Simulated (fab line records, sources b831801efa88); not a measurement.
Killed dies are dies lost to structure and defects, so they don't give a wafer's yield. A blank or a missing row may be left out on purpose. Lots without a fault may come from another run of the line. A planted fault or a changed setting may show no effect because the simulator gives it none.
Chamber matching | flow sky130 | SKY_VIA3_CMP_02 on cmp-02: 4 sister chambers
The step polishes SiO2. 4 wafers are shown with their chamber, then 12 later ones without.

WAFERS WITH THEIR CHAMBER
wafer  | chamber | motor_current_A (A)
L084.2 | 0       | 11.0
L085.3 | 3       | 11.5
L088.4 | 1       | 11.3
L088.5 | 2       | 11.9

WAFERS WITHOUT THEIR CHAMBER
wafer  | motor_current_A (A)
L089.1 | 12.3
L089.2 | 10.5
L089.6 | 10.5
L090.1 | 11.6
L090.3 | 11.1
L090.5 | 12.1
L092.3 | 12.3
L092.5 | 10.9
L092.6 | 12.4
L094.1 | 11.6
L094.2 | 11.4
L094.4 | 11.9

WHICH CHAMBER EACH WENT THROUGH
wafer  | from the rows above               | in truth
L089.1 | can't be placed: 2 or 3 or 1      | 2
L089.2 | can't be placed: 0 or 1 or 3      | 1
L089.6 | can't be placed: 0 or 1 or 3      | 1
L090.1 | can't be placed: 3 or 1 or 2 or 0 | 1
L090.3 | can't be placed: 0 or 1 or 3      | 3
L090.5 | can't be placed: 2 or 3 or 1      | 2
L092.3 | can't be placed: 2 or 3 or 1      | 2
L092.5 | can't be placed: 0 or 1 or 3      | 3
L092.6 | can't be placed: 2 or 3 or 1      | 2
L094.1 | can't be placed: 3 or 1 or 2 or 0 | 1
L094.2 | can't be placed: 1 or 3 or 0 or 2 | 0
L094.4 | can't be placed: 2 or 3 or 1      | 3
Placed correctly: 0 of 12. Can't be placed from these rows: 12 (the true chamber is among the candidates in 12). Placed wrongly: 0.
How it was worked out, from the rows above alone: a wafer's distance from a chamber is the root of the sum, over the readings, of the square of ((its reading less the chamber's mean) divided by the reading's scatter). The wafer belongs to the nearest chamber; if the next one is less than 2 further off, it can't be placed. A chamber's mean is the mean of its shown wafers. The scatter: with one shown wafer a chamber, the root of the mean of the squares of how far each hidden wafer lies from its nearest shown one.
